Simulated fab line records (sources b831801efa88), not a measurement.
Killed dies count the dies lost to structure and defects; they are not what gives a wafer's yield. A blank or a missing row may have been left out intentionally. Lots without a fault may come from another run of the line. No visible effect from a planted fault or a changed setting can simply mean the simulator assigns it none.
Which of the tools did it? || flow sky130 || 12 lots, 36 wafers sampled, at 5 steps of a route of 708

## WHAT THE GAUGES SHOWED, per wafer
SKY_LOCAL_INTERCONNECT_CD_MEAS_11: target cd 170 nm. Usual: cd_nm 170.0 nm, standard deviation 1.5.
{"lot": "L482", "measured": "day 30 12:16", "on": "cd_sem-01", "cd_nm (nm)": "170.4 170.7 169.6", "flag": ""}
{"lot": "L483", "measured": "day 30 18:11", "on": "cd_sem-02", "cd_nm (nm)": "168.2 169.1 168.6", "flag": ""}
{"lot": "L484", "measured": "day 31 14:50", "on": "cd_sem-02", "cd_nm (nm)": "167.3 167.8 169.0", "flag": ""}
{"lot": "L485", "measured": "day 31 17:09", "on": "cd_sem-01", "cd_nm (nm)": "172.8 171.7 171.6", "flag": ""}
{"lot": "L490", "measured": "day 33 19:08", "on": "cd_sem-01", "cd_nm (nm)": "169.3 169.5 170.1", "flag": ""}
{"lot": "L488", "measured": "day 33 20:56", "on": "cd_sem-01", "cd_nm (nm)": "168.0 166.2 168.9", "flag": ""}
{"lot": "L492", "measured": "day 34 04:28", "on": "cd_sem-01", "cd_nm (nm)": "172.3 171.3 171.2", "flag": ""}
{"lot": "L493", "measured": "day 35 01:25", "on": "cd_sem-01", "cd_nm (nm)": "168.3 168.8 169.2", "flag": ""}
{"lot": "L494", "measured": "day 35 03:41", "on": "cd_sem-02", "cd_nm (nm)": "168.7 170.1 170.5", "flag": ""}
{"lot": "L497", "measured": "day 35 22:43", "on": "cd_sem-01", "cd_nm (nm)": "169.8 170.3 171.3", "flag": ""}
{"lot": "L501", "measured": "day 36 17:48", "on": "cd_sem-02", "cd_nm (nm)": "169.7 170.1 168.1", "flag": ""}
{"lot": "L504", "measured": "day 37 12:19", "on": "cd_sem-02", "cd_nm (nm)": "169.7 169.1 169.2", "flag": ""}

SKY_LOCAL_INTERCONNECT_OVL_MEAS_12. Usual: for LOCAL_INTERCONNECT_OVL the level is 1 nm and the standard deviation is 4.8.
{"lot": "L482", "measured": "day 30 12:22", "on": "overlay-01", "LOCAL_INTERCONNECT_OVL (nm)": "7 3 3", "flag": ""}
{"lot": "L483", "measured": "day 30 18:17", "on": "overlay-01", "LOCAL_INTERCONNECT_OVL (nm)": "2 -5 0", "flag": ""}
{"lot": "L484", "measured": "day 31 14:58", "on": "overlay-02", "LOCAL_INTERCONNECT_OVL (nm)": "4 9 5", "flag": ""}
{"lot": "L485", "measured": "day 31 17:14", "on": "overlay-01", "LOCAL_INTERCONNECT_OVL (nm)": "2 6 3", "flag": ""}
{"lot": "L490", "measured": "day 33 19:16", "on": "overlay-02", "LOCAL_INTERCONNECT_OVL (nm)": "0 0 0", "flag": ""}
{"lot": "L488", "measured": "day 33 21:04", "on": "overlay-02", "LOCAL_INTERCONNECT_OVL (nm)": "1 -1 3", "flag": ""}
{"lot": "L492", "measured": "day 34 04:34", "on": "overlay-01", "LOCAL_INTERCONNECT_OVL (nm)": "0 -4 3", "flag": ""}
{"lot": "L493", "measured": "day 35 01:31", "on": "overlay-02", "LOCAL_INTERCONNECT_OVL (nm)": "3 7 10", "flag": ""}
{"lot": "L494", "measured": "day 35 03:47", "on": "overlay-01", "LOCAL_INTERCONNECT_OVL (nm)": "3 3 4", "flag": ""}
{"lot": "L497", "measured": "day 35 22:49", "on": "overlay-01", "LOCAL_INTERCONNECT_OVL (nm)": "-2 -3 3", "flag": ""}
{"lot": "L501", "measured": "day 36 17:53", "on": "overlay-01", "LOCAL_INTERCONNECT_OVL (nm)": "5 4 4", "flag": ""}
{"lot": "L504", "measured": "day 37 12:26", "on": "overlay-01", "LOCAL_INTERCONNECT_OVL (nm)": "3 -9 -2", "flag": ""}

SKY_CONTACT_THK_MEAS_03. Usual: for CONTACT_HDPCVD_THK the level is 564 nm and the standard deviation is 5.8.
{"lot": "L482", "measured": "day 30 13:20", "on": "film_metro-03", "CONTACT_HDPCVD_THK (nm)": "561 562 571", "flag": ""}
{"lot": "L483", "measured": "day 30 19:21", "on": "film_metro-03", "CONTACT_HDPCVD_THK (nm)": "573 568 566", "flag": ""}
{"lot": "L484", "measured": "day 31 15:55", "on": "film_metro-03", "CONTACT_HDPCVD_THK (nm)": "558 564 564", "flag": ""}
{"lot": "L485", "measured": "day 31 18:11", "on": "film_metro-02", "CONTACT_HDPCVD_THK (nm)": "565 559 568", "flag": ""}
{"lot": "L490", "measured": "day 33 20:11", "on": "film_metro-02", "CONTACT_HDPCVD_THK (nm)": "556 562 559", "flag": ""}
{"lot": "L488", "measured": "day 33 22:05", "on": "film_metro-03", "CONTACT_HDPCVD_THK (nm)": "567 568 574", "flag": ""}
{"lot": "L492", "measured": "day 34 05:29", "on": "film_metro-01", "CONTACT_HDPCVD_THK (nm)": "563 568 563", "flag": ""}
{"lot": "L493", "measured": "day 35 02:35", "on": "film_metro-02", "CONTACT_HDPCVD_THK (nm)": "558 556 561", "flag": ""}
{"lot": "L494", "measured": "day 35 04:49", "on": "film_metro-02", "CONTACT_HDPCVD_THK (nm)": "564 559 569", "flag": ""}
{"lot": "L497", "measured": "day 35 23:49", "on": "film_metro-02", "CONTACT_HDPCVD_THK (nm)": "569 569 571", "flag": ""}
{"lot": "L501", "measured": "day 36 18:52", "on": "film_metro-01", "CONTACT_HDPCVD_THK (nm)": "561 565 570", "flag": ""}
{"lot": "L504", "measured": "day 37 13:20", "on": "film_metro-01", "CONTACT_HDPCVD_THK (nm)": "562 563 554", "flag": ""}

## WHAT TOOL EACH LOT RAN ON (gives the tool, then ch and the chambers of the sampled wafers, and finally the start)
{"lot": "L482", "SKY_LOCAL_INTERCONNECT_ETCH_13": "rie_metal-03 ch 1, day 30 12:24", "SKY_LOCAL_INTERCONNECT_STRIP_15": "plasma_asher-02 ch 0, day 30 12:31"}
{"lot": "L483", "SKY_LOCAL_INTERCONNECT_ETCH_13": "rie_metal-01 ch 1, day 30 18:20", "SKY_LOCAL_INTERCONNECT_STRIP_15": "plasma_asher-04 ch 0,1, day 30 18:32"}
{"lot": "L484", "SKY_LOCAL_INTERCONNECT_ETCH_13": "rie_metal-03 ch 0,1, day 31 15:00", "SKY_LOCAL_INTERCONNECT_STRIP_15": "plasma_asher-04 ch 0,1, day 31 15:07"}
{"lot": "L485", "SKY_LOCAL_INTERCONNECT_ETCH_13": "rie_metal-03 ch 0,1, day 31 17:17", "SKY_LOCAL_INTERCONNECT_STRIP_15": "plasma_asher-04 ch 0,1, day 31 17:25"}
{"lot": "L490", "SKY_LOCAL_INTERCONNECT_ETCH_13": "rie_metal-01 ch 0,1, day 33 19:18", "SKY_LOCAL_INTERCONNECT_STRIP_15": "plasma_asher-02 ch 0,1, day 33 19:25"}
{"lot": "L488", "SKY_LOCAL_INTERCONNECT_ETCH_13": "rie_metal-03 ch 0, day 33 21:05", "SKY_LOCAL_INTERCONNECT_STRIP_15": "plasma_asher-01 ch 0,1, day 33 21:19"}
{"lot": "L492", "SKY_LOCAL_INTERCONNECT_ETCH_13": "rie_metal-04 ch 0,1, day 34 04:36", "SKY_LOCAL_INTERCONNECT_STRIP_15": "plasma_asher-04 ch 0,1, day 34 04:43"}
{"lot": "L493", "SKY_LOCAL_INTERCONNECT_ETCH_13": "rie_metal-03 ch 1, day 35 01:34", "SKY_LOCAL_INTERCONNECT_STRIP_15": "plasma_asher-04 ch 0,1, day 35 01:47"}
{"lot": "L494", "SKY_LOCAL_INTERCONNECT_ETCH_13": "rie_metal-03 ch 1, day 35 03:50", "SKY_LOCAL_INTERCONNECT_STRIP_15": "plasma_asher-04 ch 0,1, day 35 04:04"}
{"lot": "L497", "SKY_LOCAL_INTERCONNECT_ETCH_13": "rie_metal-01 ch 0,1, day 35 22:51", "SKY_LOCAL_INTERCONNECT_STRIP_15": "plasma_asher-02 ch 0,1, day 35 22:58"}
{"lot": "L501", "SKY_LOCAL_INTERCONNECT_ETCH_13": "rie_metal-04 ch 0,1, day 36 17:56", "SKY_LOCAL_INTERCONNECT_STRIP_15": "plasma_asher-01 ch 0,1, day 36 18:04"}
{"lot": "L504", "SKY_LOCAL_INTERCONNECT_ETCH_13": "rie_metal-04 ch 0,1, day 37 12:28", "SKY_LOCAL_INTERCONNECT_STRIP_15": "plasma_asher-01 ch 0,1, day 37 12:35"}
- SKY_LOCAL_INTERCONNECT_ETCH_13: etches BARC in N2/H2, stops on SiO2, time 45.9 s, target depth 60 nm.
- SKY_LOCAL_INTERCONNECT_STRIP_15: strips in O2/N2.

## WHAT THE TOOLS THEMSELVES READ (means of the sampled wafers that have a number; where no wafer has one, the mark that the record gives instead)
SKY_LOCAL_INTERCONNECT_ETCH_13. Usual: drypump_motor_current_A 5.8 A, standard deviation 0.46; oes_product_au 0.855 a.u., standard deviation 0.0047; run_length_s 74.4 s, standard deviation 0.44; throttle_valve_pct 13.224 %, standard deviation 0.0086.
{"lot": "L482", "tool": "rie_metal-03", "drypump_motor_current_A (A)": 5.5, "oes_product_au (a.u.)": 0.855, "run_length_s (s)": 74.6, "throttle_valve_pct (%)": 13.231, "flag": ""}
{"lot": "L483", "tool": "rie_metal-01", "drypump_motor_current_A (A)": 6.6, "oes_product_au (a.u.)": 0.853, "run_length_s (s)": 74.8, "throttle_valve_pct (%)": 13.229, "flag": ""}
{"lot": "L484", "tool": "rie_metal-03", "drypump_motor_current_A (A)": 5.6, "oes_product_au (a.u.)": 0.859, "run_length_s (s)": 74.3, "throttle_valve_pct (%)": 13.223, "flag": ""}
{"lot": "L485", "tool": "rie_metal-03", "drypump_motor_current_A (A)": 5.7, "oes_product_au (a.u.)": 0.859, "run_length_s (s)": 74.5, "throttle_valve_pct (%)": 13.230, "flag": ""}
{"lot": "L490", "tool": "rie_metal-01", "drypump_motor_current_A (A)": 6.5, "oes_product_au (a.u.)": 0.850, "run_length_s (s)": 74.5, "throttle_valve_pct (%)": 13.222, "flag": ""}
{"lot": "L488", "tool": "rie_metal-03", "drypump_motor_current_A (A)": 5.7, "oes_product_au (a.u.)": 0.859, "run_length_s (s)": 74.3, "throttle_valve_pct (%)": 13.231, "flag": ""}
{"lot": "L492", "tool": "rie_metal-04", "drypump_motor_current_A (A)": 5.6, "oes_product_au (a.u.)": 0.850, "run_length_s (s)": 74.3, "throttle_valve_pct (%)": 13.215, "flag": ""}
{"lot": "L493", "tool": "rie_metal-03", "drypump_motor_current_A (A)": 5.5, "oes_product_au (a.u.)": 0.836, "run_length_s (s)": 76.9, "throttle_valve_pct (%)": 13.220, "flag": "OFF"}
{"lot": "L494", "tool": "rie_metal-03", "drypump_motor_current_A (A)": 5.5, "oes_product_au (a.u.)": 0.832, "run_length_s (s)": 77.1, "throttle_valve_pct (%)": 13.224, "flag": "OFF"}
{"lot": "L497", "tool": "rie_metal-01", "drypump_motor_current_A (A)": 6.4, "oes_product_au (a.u.)": 0.850, "run_length_s (s)": 74.1, "throttle_valve_pct (%)": 13.213, "flag": ""}
{"lot": "L501", "tool": "rie_metal-04", "drypump_motor_current_A (A)": 6.0, "oes_product_au (a.u.)": 0.856, "run_length_s (s)": 73.9, "throttle_valve_pct (%)": 13.226, "flag": ""}
{"lot": "L504", "tool": "rie_metal-04", "drypump_motor_current_A (A)": 6.0, "oes_product_au (a.u.)": 0.856, "run_length_s (s)": 74.0, "throttle_valve_pct (%)": 13.223, "flag": ""}

SKY_LOCAL_INTERCONNECT_STRIP_15. Usual: drypump_motor_current_A 5.4 A, standard deviation 0.55; oes_product_au 0.427 a.u., standard deviation 0.0044; strip_time_to_endpoint_s 4.728 s, standard deviation 0.022.
{"lot": "L482", "tool": "plasma_asher-02", "drypump_motor_current_A (A)": 5.8, "oes_product_au (a.u.)": 0.426, "strip_time_to_endpoint_s (s)": 4.762, "flag": ""}
{"lot": "L483", "tool": "plasma_asher-04", "drypump_motor_current_A (A)": 4.9, "oes_product_au (a.u.)": 0.427, "strip_time_to_endpoint_s (s)": 4.729, "flag": ""}
{"lot": "L484", "tool": "plasma_asher-04", "drypump_motor_current_A (A)": 4.8, "oes_product_au (a.u.)": 0.426, "strip_time_to_endpoint_s (s)": 4.721, "flag": ""}
{"lot": "L485", "tool": "plasma_asher-04", "drypump_motor_current_A (A)": 4.8, "oes_product_au (a.u.)": 0.429, "strip_time_to_endpoint_s (s)": 4.767, "flag": ""}
{"lot": "L490", "tool": "plasma_asher-02", "drypump_motor_current_A (A)": 6.1, "oes_product_au (a.u.)": 0.430, "strip_time_to_endpoint_s (s)": 4.737, "flag": ""}
{"lot": "L488", "tool": "plasma_asher-01", "drypump_motor_current_A (A)": 5.6, "oes_product_au (a.u.)": 0.424, "strip_time_to_endpoint_s (s)": 4.725, "flag": ""}
{"lot": "L492", "tool": "plasma_asher-04", "drypump_motor_current_A (A)": 4.8, "oes_product_au (a.u.)": 0.429, "strip_time_to_endpoint_s (s)": 4.738, "flag": ""}
{"lot": "L493", "tool": "plasma_asher-04", "drypump_motor_current_A (A)": 4.8, "oes_product_au (a.u.)": 0.424, "strip_time_to_endpoint_s (s)": 4.680, "flag": ""}
{"lot": "L494", "tool": "plasma_asher-04", "drypump_motor_current_A (A)": 4.8, "oes_product_au (a.u.)": 0.429, "strip_time_to_endpoint_s (s)": 4.673, "flag": ""}
{"lot": "L497", "tool": "plasma_asher-02", "drypump_motor_current_A (A)": 6.1, "oes_product_au (a.u.)": 0.432, "strip_time_to_endpoint_s (s)": 4.732, "flag": ""}
{"lot": "L501", "tool": "plasma_asher-01", "drypump_motor_current_A (A)": 5.8, "oes_product_au (a.u.)": 0.429, "strip_time_to_endpoint_s (s)": 4.730, "flag": ""}
{"lot": "L504", "tool": "plasma_asher-01", "drypump_motor_current_A (A)": 5.5, "oes_product_au (a.u.)": 0.431, "strip_time_to_endpoint_s (s)": 4.755, "flag": ""}

## THE ANSWER, worked out from the rows above alone
Rule: a lot is off if the mean of its wafers that have a number lies more than 3 standard deviations from the usual mean. A lot without any number at a reading at which 4 lots or more have one is off too. Where the step has rows for the other lots, those lots are counted as sound. The gauges are gone through in route order, then the tools' own readings, and for those a lot's mean is taken as printed above. The first step at which some lot is off is used, and at that step the reading that is off furthest; a lot without a number counts as furthest.
Off: L493, L494, at SKY_LOCAL_INTERCONNECT_ETCH_13 (run_length_s).
If a tool, at that step or one of the process steps before it, ran each lot that is off and ran no sound lot following the first of them, it fits. One fits: rie_metal-03 at SKY_LOCAL_INTERCONNECT_ETCH_13. Its last sound lot is L488 (day 33 21:05), its first lot that is off L493 (day 35 01:34): a fault that began between those two fits.
The tool's own readings at SKY_LOCAL_INTERCONNECT_ETCH_13 bear it out: on the lots that are off they differ by more than 5 times the standard deviation of the sound lots' means. oes_product_au reads 0.834 a.u. there against 0.855 a.u. on the sound lots; run_length_s reads 77.0 s there against 74.3 s on the sound lots.

## WHAT THE SIMULATOR PUT IN
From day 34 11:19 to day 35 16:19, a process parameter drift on rie_metal-03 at SKY_LOCAL_INTERCONNECT_ETCH_13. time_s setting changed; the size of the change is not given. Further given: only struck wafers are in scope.
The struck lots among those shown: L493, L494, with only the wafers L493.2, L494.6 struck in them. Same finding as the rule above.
